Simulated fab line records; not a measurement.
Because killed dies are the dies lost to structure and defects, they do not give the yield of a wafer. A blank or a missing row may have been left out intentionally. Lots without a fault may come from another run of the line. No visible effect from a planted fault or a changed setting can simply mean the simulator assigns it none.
fab line records :: flow sky130
record
  lots=7
  wafers=21
  lastDay=50
route steps=708 shown CONTACT@406
lots that met no fault: from a run of the same line without faults
startH: start of the lot's first displayed wafer, in hours after the record's first day :: waitH: hours since the lot's step before :: " unchanged from the row above :: L1.1+2: one row covering several wafers at once :: - value missing, or start not given :: * or withheld: withheld :: < > ~ a bound
route shown NAME@n: a module of which the file shows steps, and the number in the route of the first :: usual: mean/standard deviation taken from wafers without a fault :: same: alike in all rows :: chamber/n: place in a boat :: sites: readings site by site :: _std_site: standard deviation of those values :: _edge_site: the outer-site mean with the inner-site mean subtracted :: radiusMm: how far each site lies from the wafer's centre :: mask NAME#n: copy n :: behind: the most recent tool/chamber to have shaped the wafer :: hold: reason for holding the lot/hours on hold/outcome of the hold :: device: which transistor (n, p or np) failed to switch :: end of line: tests of these same wafers at the route's end :: where a step has no rows: the recipe by itself :: killed: not the wafer's yield, but the dies lost to structure and defects at the first sort :: map: dies across one wafer; x = killed, . = not, _ = none there
set.NAME: the setting as run; set.NAME@STEP: as run at that earlier step :: model.NAME: the simulator's own value behind a step, which no gauge read
certain route steps with their lots: each step a table, each wafer a row
services: when a tool's chamber went out of use (startH, in hours from the record's first day, below 0 if earlier), for how many hours, and the reason
## steps
# step SKY_CONTACT_CVD_00
# recipe
  material=Si3N4
  targetThkNm=75
  tempC=400
  timeS=withheld
  rfW=450
# usual
  heaterPowerW=774/160
lot.wafer: L240.1
tool: pecvd-01
chamber: 0
startH: 769.49
waitH: 0.0
heaterPowerW: 770

lot.wafer: L240.2
tool: pecvd-01
chamber: 1
startH: 769.49
waitH: 0.0
heaterPowerW: 650

lot.wafer: L240.4
tool: pecvd-01
chamber: 1
startH: 769.49
waitH: 0.0
heaterPowerW: 667

lot.wafer: L244.2
tool: pecvd-03
chamber: 0
startH: 805.67
waitH: 0.0
heaterPowerW: 795

lot.wafer: L244.5
tool: pecvd-03
chamber: 1
startH: 805.67
waitH: 0.0
heaterPowerW: 790

lot.wafer: L244.6
tool: pecvd-03
chamber: 0
startH: 805.67
waitH: 0.0
heaterPowerW: 782

lot.wafer: L247.1
tool: pecvd-04
chamber: 2
startH: 831.95
waitH: 0.0
heaterPowerW: 683

lot.wafer: L247.2
tool: pecvd-04
chamber: 0
startH: 831.95
waitH: 0.0
heaterPowerW: 657

lot.wafer: L247.6
tool: pecvd-04
chamber: 0
startH: 831.95
waitH: 0.0
heaterPowerW: 647

lot.wafer: L248.1
tool: pecvd-03
chamber: 2
startH: 842.57
waitH: 0.0
heaterPowerW: 1097

lot.wafer: L248.4
tool: pecvd-03
chamber: 0
startH: 842.57
waitH: 0.0
heaterPowerW: 743

lot.wafer: L248.6
tool: pecvd-03
chamber: 0
startH: 842.57
waitH: 0.0
heaterPowerW: 744

lot.wafer: L249.1
tool: pecvd-04
chamber: 1
startH: 843.63
waitH: 0.0
heaterPowerW: 824

lot.wafer: L249.3
tool: pecvd-04
chamber: 0
startH: 843.63
waitH: 0.0
heaterPowerW: 659

lot.wafer: L249.5
tool: pecvd-04
chamber: 0
startH: 843.63
waitH: 0.0
heaterPowerW: 533

lot.wafer: L255.2
tool: pecvd-04
chamber: 0
startH: 885.30
waitH: 0.0
heaterPowerW: 618

lot.wafer: L255.3
tool: pecvd-04
chamber: 0
startH: 885.30
waitH: 0.0
heaterPowerW: 605

lot.wafer: L255.6
tool: pecvd-04
chamber: 0
startH: 885.30
waitH: 0.0
heaterPowerW: 610

lot.wafer: L254.4
tool: pecvd-03
chamber: 2
startH: 889.28
waitH: 0.0
heaterPowerW: 971

lot.wafer: L254.5
tool: pecvd-03
chamber: 0
startH: 889.28
waitH: 0.0
heaterPowerW: 698

lot.wafer: L254.6
tool: pecvd-03
chamber: 1
startH: 889.28
waitH: 0.0
heaterPowerW: 716
# step SKY_CONTACT_THK_MEAS_01
# recipe
  reads=Si3N4_of_CONTACT_CVD_00
# usual
  CONTACT_CVD_00_THK=75.2/1.1
lot.wafer: L240.1
tool: filmMetro-02
chamber: -
startH: 769.54
waitH: -
CONTACT_CVD_00_THK[nm]: 74.6

lot.wafer: L240.2
tool: filmMetro-02
chamber: -
startH: 769.54
waitH: -
CONTACT_CVD_00_THK[nm]: 74.2

lot.wafer: L240.4
tool: filmMetro-02
chamber: -
startH: 769.54
waitH: -
CONTACT_CVD_00_THK[nm]: 75.7

lot.wafer: L244.2
tool: filmMetro-02
chamber: -
startH: 805.72
waitH: -
CONTACT_CVD_00_THK[nm]: 74.7

lot.wafer: L244.5
tool: filmMetro-02
chamber: -
startH: 805.72
waitH: -
CONTACT_CVD_00_THK[nm]: 76.5

lot.wafer: L244.6
tool: filmMetro-02
chamber: -
startH: 805.72
waitH: -
CONTACT_CVD_00_THK[nm]: 76.6

lot.wafer: L247.1
tool: filmMetro-01
chamber: -
startH: 831.98
waitH: -
CONTACT_CVD_00_THK[nm]: 76.0

lot.wafer: L247.2
tool: filmMetro-01
chamber: -
startH: 831.98
waitH: -
CONTACT_CVD_00_THK[nm]: 76.0

lot.wafer: L247.6
tool: filmMetro-01
chamber: -
startH: 831.98
waitH: -
CONTACT_CVD_00_THK[nm]: 76.4

lot.wafer: L248.1
tool: filmMetro-02
chamber: -
startH: 842.62
waitH: -
CONTACT_CVD_00_THK[nm]: 74.7

lot.wafer: L248.4
tool: filmMetro-02
chamber: -
startH: 842.62
waitH: -
CONTACT_CVD_00_THK[nm]: 75.7

lot.wafer: L248.6
tool: filmMetro-02
chamber: -
startH: 842.62
waitH: -
CONTACT_CVD_00_THK[nm]: 75.3

lot.wafer: L249.1
tool: filmMetro-01
chamber: -
startH: 843.67
waitH: -
CONTACT_CVD_00_THK[nm]: 74.4

lot.wafer: L249.3
tool: filmMetro-01
chamber: -
startH: 843.67
waitH: -
CONTACT_CVD_00_THK[nm]: 74.5

lot.wafer: L249.5
tool: filmMetro-01
chamber: -
startH: 843.67
waitH: -
CONTACT_CVD_00_THK[nm]: 75.8

lot.wafer: L255.2
tool: filmMetro-01
chamber: -
startH: 885.36
waitH: -
CONTACT_CVD_00_THK[nm]: 74.0

lot.wafer: L255.3
tool: filmMetro-01
chamber: -
startH: 885.36
waitH: -
CONTACT_CVD_00_THK[nm]: 75.4

lot.wafer: L255.6
tool: filmMetro-01
chamber: -
startH: 885.36
waitH: -
CONTACT_CVD_00_THK[nm]: 75.0

lot.wafer: L254.4
tool: filmMetro-01
chamber: -
startH: 889.32
waitH: -
CONTACT_CVD_00_THK[nm]: 77.6

lot.wafer: L254.5
tool: filmMetro-01
chamber: -
startH: 889.32
waitH: -
CONTACT_CVD_00_THK[nm]: 77.1

lot.wafer: L254.6
tool: filmMetro-01
chamber: -
startH: 889.32
waitH: -
CONTACT_CVD_00_THK[nm]: 76.0
# step SKY_CONTACT_HDPCVD_02
# recipe
  material=SiO2
  targetThkNm=565
  sigmaOpenFrac=0.3
  timeS=94.2
  tempC=600
  sih4FlowSccm=60
  pressureMtorr=6
# step SKY_CONTACT_THK_MEAS_03
# recipe
  reads=SiO2_of_CONTACT_HDPCVD_02
# usual
  CONTACT_HDPCVD_THK=570/7.3
lot.wafer: L240.1
tool: filmMetro-04
chamber: -
startH: 769.67
waitH: 0.0
CONTACT_HDPCVD_THK[nm]: 568

lot.wafer: L240.2
tool: filmMetro-04
chamber: -
startH: 769.67
waitH: 0.0
CONTACT_HDPCVD_THK[nm]: 571

lot.wafer: L240.4
tool: filmMetro-04
chamber: -
startH: 769.67
waitH: 0.0
CONTACT_HDPCVD_THK[nm]: 574

lot.wafer: L244.2
tool: filmMetro-01
chamber: -
startH: 805.85
waitH: 0.0
CONTACT_HDPCVD_THK[nm]: 563

lot.wafer: L244.5
tool: filmMetro-01
chamber: -
startH: 805.85
waitH: 0.0
CONTACT_HDPCVD_THK[nm]: 571

lot.wafer: L244.6
tool: filmMetro-01
chamber: -
startH: 805.85
waitH: 0.0
CONTACT_HDPCVD_THK[nm]: 562

lot.wafer: L247.1
tool: filmMetro-02
chamber: -
startH: 832.11
waitH: 0.0
CONTACT_HDPCVD_THK[nm]: 576

lot.wafer: L247.2
tool: filmMetro-02
chamber: -
startH: 832.11
waitH: 0.0
CONTACT_HDPCVD_THK[nm]: 575

lot.wafer: L247.6
tool: filmMetro-02
chamber: -
startH: 832.11
waitH: 0.0
CONTACT_HDPCVD_THK[nm]: 582

lot.wafer: L248.1
tool: filmMetro-01
chamber: -
startH: 842.75
waitH: 0.0
CONTACT_HDPCVD_THK[nm]: 577

lot.wafer: L248.4
tool: filmMetro-01
chamber: -
startH: 842.75
waitH: 0.0
CONTACT_HDPCVD_THK[nm]: 578

lot.wafer: L248.6
tool: filmMetro-01
chamber: -
startH: 842.75
waitH: 0.0
CONTACT_HDPCVD_THK[nm]: 590

lot.wafer: L249.1
tool: filmMetro-04
chamber: -
startH: 843.80
waitH: 0.0
CONTACT_HDPCVD_THK[nm]: 555

lot.wafer: L249.3
tool: filmMetro-04
chamber: -
startH: 843.80
waitH: 0.0
CONTACT_HDPCVD_THK[nm]: 563

lot.wafer: L249.5
tool: filmMetro-04
chamber: -
startH: 843.80
waitH: 0.0
CONTACT_HDPCVD_THK[nm]: 560

lot.wafer: L255.2
tool: filmMetro-02
chamber: -
startH: 885.49
waitH: 0.0
CONTACT_HDPCVD_THK[nm]: 554

lot.wafer: L255.3
tool: filmMetro-02
chamber: -
startH: 885.49
waitH: 0.0
CONTACT_HDPCVD_THK[nm]: 563

lot.wafer: L255.6
tool: filmMetro-02
chamber: -
startH: 885.49
waitH: 0.0
CONTACT_HDPCVD_THK[nm]: 566

lot.wafer: L254.4
tool: filmMetro-02
chamber: -
startH: 889.45
waitH: 0.0
CONTACT_HDPCVD_THK[nm]: 572

lot.wafer: L254.5
tool: filmMetro-02
chamber: -
startH: 889.45
waitH: 0.0
CONTACT_HDPCVD_THK[nm]: 564

lot.wafer: L254.6
tool: filmMetro-02
chamber: -
startH: 889.45
waitH: 0.0
CONTACT_HDPCVD_THK[nm]: 580
# step SKY_CONTACT_CMP_04
# recipe
  material=SiO2
  downForcePsi=4
  platenRpm=60
  padVelocityMS=0.94248
# usual
  edgeZonePressureFrac=1.000/0.0046
  motorCurrentA=12.0/0.66
  slurryFlowMlMin=150.0/0.46
  timeToEndpointS=85/4.3
lot.wafer: L240.4
tool: cmp-01
chamber: 0
startH: 769.73
waitH: 0.0
edgeZonePressureFrac: 1.005
motorCurrentA: 13.0
slurryFlowMlMin: 149.5
timeToEndpointS: 92

lot.wafer: L240.1
tool: cmp-01
chamber: 1
startH: 769.73
waitH: 0.0
edgeZonePressureFrac: 1.001
motorCurrentA: 10.5
slurryFlowMlMin: 149.9
timeToEndpointS: 85

lot.wafer: L240.2
tool: cmp-01
chamber: 3
startH: 769.73
waitH: 0.0
edgeZonePressureFrac: 0.998
motorCurrentA: 12.5
slurryFlowMlMin: 149.9
timeToEndpointS: 84

lot.wafer: L244.2
tool: cmp-01
chamber: 0
startH: 806.05
waitH: 0.2
edgeZonePressureFrac: 1.002
motorCurrentA: 12.7
slurryFlowMlMin: 150.2
timeToEndpointS: 85

lot.wafer: L244.5
tool: cmp-01
chamber: 1
startH: 806.05
waitH: 0.2
edgeZonePressureFrac: 0.994
motorCurrentA: 11.0
slurryFlowMlMin: 151.2
timeToEndpointS: 82

lot.wafer: L244.6
tool: cmp-01
chamber: 2
startH: 806.05
waitH: 0.2
edgeZonePressureFrac: 1.007
motorCurrentA: 12.6
slurryFlowMlMin: 149.7
timeToEndpointS: 78

lot.wafer: L247.1
tool: cmp-02
chamber: 3
startH: 832.22
waitH: 0.1
edgeZonePressureFrac: 0.997
motorCurrentA: 11.3
slurryFlowMlMin: 150.2
timeToEndpointS: 80

lot.wafer: L247.2
tool: cmp-02
chamber: 0
startH: 832.22
waitH: 0.1
edgeZonePressureFrac: 1.003
motorCurrentA: 11.7
slurryFlowMlMin: 150.6
timeToEndpointS: 85

lot.wafer: L247.6
tool: cmp-02
chamber: 2
startH: 832.22
waitH: 0.1
edgeZonePressureFrac: 1.003
motorCurrentA: 12.9
slurryFlowMlMin: 149.6
timeToEndpointS: 84

lot.wafer: L248.1
tool: cmp-01
chamber: 3
startH: 842.86
waitH: 0.1
edgeZonePressureFrac: 1.001
motorCurrentA: 12.2
slurryFlowMlMin: 149.4
timeToEndpointS: 89

lot.wafer: L248.4
tool: cmp-01
chamber: 1
startH: 842.86
waitH: 0.1
edgeZonePressureFrac: 0.996
motorCurrentA: 10.7
slurryFlowMlMin: 150.3
timeToEndpointS: 88

lot.wafer: L248.6
tool: cmp-01
chamber: 2
startH: 842.86
waitH: 0.1
edgeZonePressureFrac: 0.996
motorCurrentA: 12.9
slurryFlowMlMin: 150.7
timeToEndpointS: 95

lot.wafer: L249.1
tool: cmp-01
chamber: 2
startH: 843.86
waitH: 0.1
edgeZonePressureFrac: 1.005
motorCurrentA: 11.9
slurryFlowMlMin: 149.8
timeToEndpointS: 78

lot.wafer: L249.3
tool: cmp-01
chamber: 0
startH: 843.86
waitH: 0.1
edgeZonePressureFrac: 1.000
motorCurrentA: 12.3
slurryFlowMlMin: 150.8
timeToEndpointS: 86

lot.wafer: L249.5
tool: cmp-01
chamber: 2
startH: 843.86
waitH: 0.1
edgeZonePressureFrac: 0.998
motorCurrentA: 12.6
slurryFlowMlMin: 150.0
timeToEndpointS: 78

lot.wafer: L255.3
tool: cmp-02
chamber: 2
startH: 885.54
waitH: 0.0
edgeZonePressureFrac: 1.000
motorCurrentA: 12.7
slurryFlowMlMin: 150.1
timeToEndpointS: 86

lot.wafer: L255.2
tool: cmp-02
chamber: 1
startH: 885.54
waitH: 0.0
edgeZonePressureFrac: 1.002
motorCurrentA: 12.0
slurryFlowMlMin: 150.1
timeToEndpointS: 82

lot.wafer: L255.6
tool: cmp-02
chamber: 3
startH: 885.54
waitH: 0.0
edgeZonePressureFrac: 0.996
motorCurrentA: 11.5
slurryFlowMlMin: 149.6
timeToEndpointS: 83

lot.wafer: L254.4
tool: cmp-02
chamber: 2
startH: 889.53
waitH: 0.1
edgeZonePressureFrac: 1.004
motorCurrentA: 12.9
slurryFlowMlMin: 150.0
timeToEndpointS: 86

lot.wafer: L254.6
tool: cmp-02
chamber: 1
startH: 889.53
waitH: 0.1
edgeZonePressureFrac: 1.006
motorCurrentA: 11.3
slurryFlowMlMin: 150.5
timeToEndpointS: 91

lot.wafer: L254.5
tool: cmp-02
chamber: 2
startH: 889.53
waitH: 0.1
edgeZonePressureFrac: 1.003
motorCurrentA: 12.4
slurryFlowMlMin: 150.1
timeToEndpointS: 81
# step SKY_CONTACT_BOW_MEAS_05
# recipe
  mode=bow
# usual
  CONTACT_BOW=82/7
lot.wafer: L240.1
tool: filmMetro-04
chamber: -
startH: 770.03
waitH: 0.2
CONTACT_BOW[um]: 76

lot.wafer: L240.2
tool: filmMetro-04
chamber: -
startH: 770.03
waitH: 0.2
CONTACT_BOW[um]: 87

lot.wafer: L240.4
tool: filmMetro-04
chamber: -
startH: 770.03
waitH: 0.2
CONTACT_BOW[um]: 89

lot.wafer: L244.2
tool: filmMetro-01
chamber: -
startH: 806.22
waitH: 0.1
CONTACT_BOW[um]: 83

lot.wafer: L244.5
tool: filmMetro-01
chamber: -
startH: 806.22
waitH: 0.1
CONTACT_BOW[um]: 96

lot.wafer: L244.6
tool: filmMetro-01
chamber: -
startH: 806.22
waitH: 0.1
CONTACT_BOW[um]: 76

lot.wafer: L247.1
tool: filmMetro-01
chamber: -
startH: 832.47
waitH: 0.2
CONTACT_BOW[um]: 85

lot.wafer: L247.2
tool: filmMetro-01
chamber: -
startH: 832.47
waitH: 0.2
CONTACT_BOW[um]: 98

lot.wafer: L247.6
tool: filmMetro-01
chamber: -
startH: 832.47
waitH: 0.2
CONTACT_BOW[um]: 86

lot.wafer: L248.1
tool: filmMetro-04
chamber: -
startH: 843.11
waitH: 0.2
CONTACT_BOW[um]: 95

lot.wafer: L248.4
tool: filmMetro-04
chamber: -
startH: 843.11
waitH: 0.2
CONTACT_BOW[um]: 86

lot.wafer: L248.6
tool: filmMetro-04
chamber: -
startH: 843.11
waitH: 0.2
CONTACT_BOW[um]: 83

lot.wafer: L249.1
tool: filmMetro-04
chamber: -
startH: 844.16
waitH: 0.2
CONTACT_BOW[um]: 72

lot.wafer: L249.3
tool: filmMetro-04
chamber: -
startH: 844.16
waitH: 0.2
CONTACT_BOW[um]: 87

lot.wafer: L249.5
tool: filmMetro-04
chamber: -
startH: 844.16
waitH: 0.2
CONTACT_BOW[um]: 80

lot.wafer: L255.2
tool: filmMetro-01
chamber: -
startH: 885.86
waitH: 0.1
CONTACT_BOW[um]: 84

lot.wafer: L255.3
tool: filmMetro-01
chamber: -
startH: 885.86
waitH: 0.1
CONTACT_BOW[um]: 73

lot.wafer: L255.6
tool: filmMetro-01
chamber: -
startH: 885.86
waitH: 0.1
CONTACT_BOW[um]: 86

lot.wafer: L254.4
tool: filmMetro-01
chamber: -
startH: 889.84
waitH: 0.3
CONTACT_BOW[um]: 85

lot.wafer: L254.5
tool: filmMetro-01
chamber: -
startH: 889.84
waitH: 0.3
CONTACT_BOW[um]: 87

lot.wafer: L254.6
tool: filmMetro-01
chamber: -
startH: 889.84
waitH: 0.3
CONTACT_BOW[um]: 88
# step SKY_CONTACT_DEHYDRATE_06
# recipe
  tempC=200
  timeS=60
# step SKY_CONTACT_HMDS_07
# recipe
  primeTimeS=60
  primeTempC=120
# step SKY_CONTACT_COAT_08
# recipe
  resist=BARC
  tempC=withheld
  timeS=withheld
  spinRpm=3000
  resistThkNm=60
# step SKY_CONTACT_COAT_09
# recipe
  resist=KrF-thick
  spinRpm=3000
  resistThkNm=450
# step SKY_CONTACT_SOFTBAKE_10
# recipe
  tempC=100
  timeS=90
  resist=KrF-thick
# step SKY_CONTACT_EXPOSE_11
# recipe
  maskId=CTM1
  na=0.8
  sourceShape=annular
  sigmaInner=0.55
  sigmaOuter=0.85
  targetCdNm=170
  doseMj=38
# step SKY_CONTACT_PEB_12
# recipe
  pebTempC=withheld
  pebTimeS=withheld
  resist=KrF-thick
# usual
  chillPlateTempC=*
  exhaustPa=45.1/0.93
lot.wafer: L240.1
tool: lithoTrack-04
chamber: 0
startH: 796
waitH: -
chillPlateTempC: *
exhaustPa: 44.6

lot.wafer: L240.2
tool: lithoTrack-04
chamber: 0
startH: 796
waitH: -
chillPlateTempC: *
exhaustPa: 43.7

lot.wafer: L240.4
tool: lithoTrack-04
chamber: 0
startH: 796
waitH: -
chillPlateTempC: *
exhaustPa: 44.4

lot.wafer: L244.2
tool: lithoTrack-04
chamber: 0
startH: 832
waitH: -
chillPlateTempC: *
exhaustPa: 45.3

lot.wafer: L244.5
tool: lithoTrack-04
chamber: 0
startH: 832
waitH: -
chillPlateTempC: *
exhaustPa: 45.6

lot.wafer: L244.6
tool: lithoTrack-04
chamber: 0
startH: 832
waitH: -
chillPlateTempC: *
exhaustPa: 46.5

lot.wafer: L247.1
tool: lithoTrack-01
chamber: -
startH: 858
waitH: -
chillPlateTempC: -
exhaustPa: -

lot.wafer: L247.2
tool: lithoTrack-01
chamber: -
startH: 858
waitH: -
chillPlateTempC: -
exhaustPa: -

lot.wafer: L247.6
tool: lithoTrack-01
chamber: -
startH: 858
waitH: -
chillPlateTempC: -
exhaustPa: -

lot.wafer: L248.1
tool: lithoTrack-03
chamber: -
startH: 869
waitH: -
chillPlateTempC: -
exhaustPa: -

lot.wafer: L248.4
tool: lithoTrack-03
chamber: -
startH: 869
waitH: -
chillPlateTempC: -
exhaustPa: -

lot.wafer: L248.6
tool: lithoTrack-03
chamber: -
startH: 869
waitH: -
chillPlateTempC: -
exhaustPa: -

lot.wafer: L249.1
tool: lithoTrack-04
chamber: -
startH: 869
waitH: -
chillPlateTempC: -
exhaustPa: -

lot.wafer: L249.3
tool: lithoTrack-04
chamber: -
startH: 869
waitH: -
chillPlateTempC: -
exhaustPa: -

lot.wafer: L249.5
tool: lithoTrack-04
chamber: -
startH: 869
waitH: -
chillPlateTempC: -
exhaustPa: -

lot.wafer: L255.2
tool: lithoTrack-01
chamber: 0
startH: 911
waitH: -
chillPlateTempC: *
exhaustPa: 45.2

lot.wafer: L255.3
tool: lithoTrack-01
chamber: 0
startH: 911
waitH: -
chillPlateTempC: *
exhaustPa: 44.5

lot.wafer: L255.6
tool: lithoTrack-01
chamber: 0
startH: 911
waitH: -
chillPlateTempC: *
exhaustPa: 44.6

lot.wafer: L254.4
tool: lithoTrack-03
chamber: 0
startH: 914
waitH: -
chillPlateTempC: *
exhaustPa: 45.7

lot.wafer: L254.5
tool: lithoTrack-03
chamber: 0
startH: 914
waitH: -
chillPlateTempC: *
exhaustPa: 45.4

lot.wafer: L254.6
tool: lithoTrack-03
chamber: 0
startH: 914
waitH: -
chillPlateTempC: *
exhaustPa: 44.8
# step SKY_CONTACT_DEVELOP_13
# recipe
  developTimeS=60
  resist=KrF-thick
  devTempC=21
## services
tool: cmp-01
chamber: -
startH: 748.00
hours: -
kind: consumableReplace:conditioner

tool: cmp-01
chamber: -
startH: 748.00
hours: -
kind: consumableReplace:pad

tool: pecvd-04
chamber: 2
startH: 754.64
hours: 5.5
kind: scheduledDown

tool: pecvd-03
chamber: 1
startH: 755.78
hours: 2.1
kind: scheduledDown

tool: pecvd-04
chamber: 1
startH: 765.61
hours: 3.5
kind: repair

tool: pecvd-01
chamber: 2
startH: 765.99
hours: 9.1
kind: repair

tool: pecvd-04
chamber: -
startH: 785.44
hours: 1.5
kind: repair

tool: pecvd-04
chamber: -
startH: 791.02
hours: 6.0
kind: pm

tool: pecvd-03
chamber: -
startH: 810.92
hours: 4.3
kind: pm

tool: cmp-02
chamber: -
startH: 814.45
hours: 0.3
kind: repair

tool: pecvd-03
chamber: 1
startH: 818.12
hours: -
kind: clean

tool: pecvd-03
chamber: 1
startH: 818.12
hours: -
kind: consumableReplace:showerhead

tool: pecvd-03
chamber: 1
startH: 818.12
hours: 29.0
kind: scheduledDown

tool: pecvd-03
chamber: 1
startH: 818.12
hours: 29.0
kind: ventCycle

tool: pecvd-03
chamber: -
startH: 826.36
hours: 1.7
kind: repair

tool: pecvd-01
chamber: 0
startH: 833.26
hours: 8.8
kind: repair

tool: cmp-01
chamber: -
startH: 854.13
hours: 1.8
kind: repair

tool: pecvd-01
chamber: 1
startH: 859.91
hours: 20.4
kind: repair

tool: pecvd-04
chamber: 1
startH: 876.12
hours: 11.4
kind: repair

tool: pecvd-03
chamber: 0
startH: 880.52
hours: 4.1
kind: repair

tool: pecvd-01
chamber: -
startH: 883.71
hours: 2.6
kind: repair

tool: pecvd-03
chamber: 0
startH: 884.59
hours: 2.1
kind: scheduledDown

tool: cmp-02
chamber: -
startH: 894.78
hours: 14.8
kind: repair

tool: cmp-02
chamber: -
startH: 912.00
hours: 4.0
kind: pm
## key
firstSign
  step=SKY_CONTACT_PEB_12
  reading=toolRecord
  direction=missing
effect none on later readings
metAt SKY_CONTACT_PEB_12
struckWafers L247.1,L247.2,L247.6,L248.1,L248.4,L248.6,L249.1,L249.3,L249.5
laterRowsLeftOut L247.1,L247.2,L247.6,L248.1,L248.4,L248.6,L249.1,L249.3,L249.5
sortLeftOut L247.1,L247.2,L247.6,L248.1,L248.4,L248.6,L249.1,L249.3,L249.5
testerLeftOut L247,L248,L249
onsetBetween 832 858
fault
  kind=skippedStepWhole
  tool=lithoTrack-01,lithoTrack-03,lithoTrack-04
  chamber=-
  onsetH=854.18
  steps=SKY_CONTACT_PEB_12
  scope=struckLotsOnly
# testerLeftOut: of these lots the tester's yield and bins aren't shown, on N5 and GAA mostly nor the transistor test; their killed dies are dies lost to structure and defects alone, not to doping, threshold or leakage, so they don't give the yield
# sortLeftOut: the simulated sort isn't trusted on such a fault, so these wafers' sort isn't shown, and their yield isn't known
# laterRowsLeftOut: the simulator's readings of these wafers behind a module that went badly wrong aren't trusted and aren't shown, but for the sort
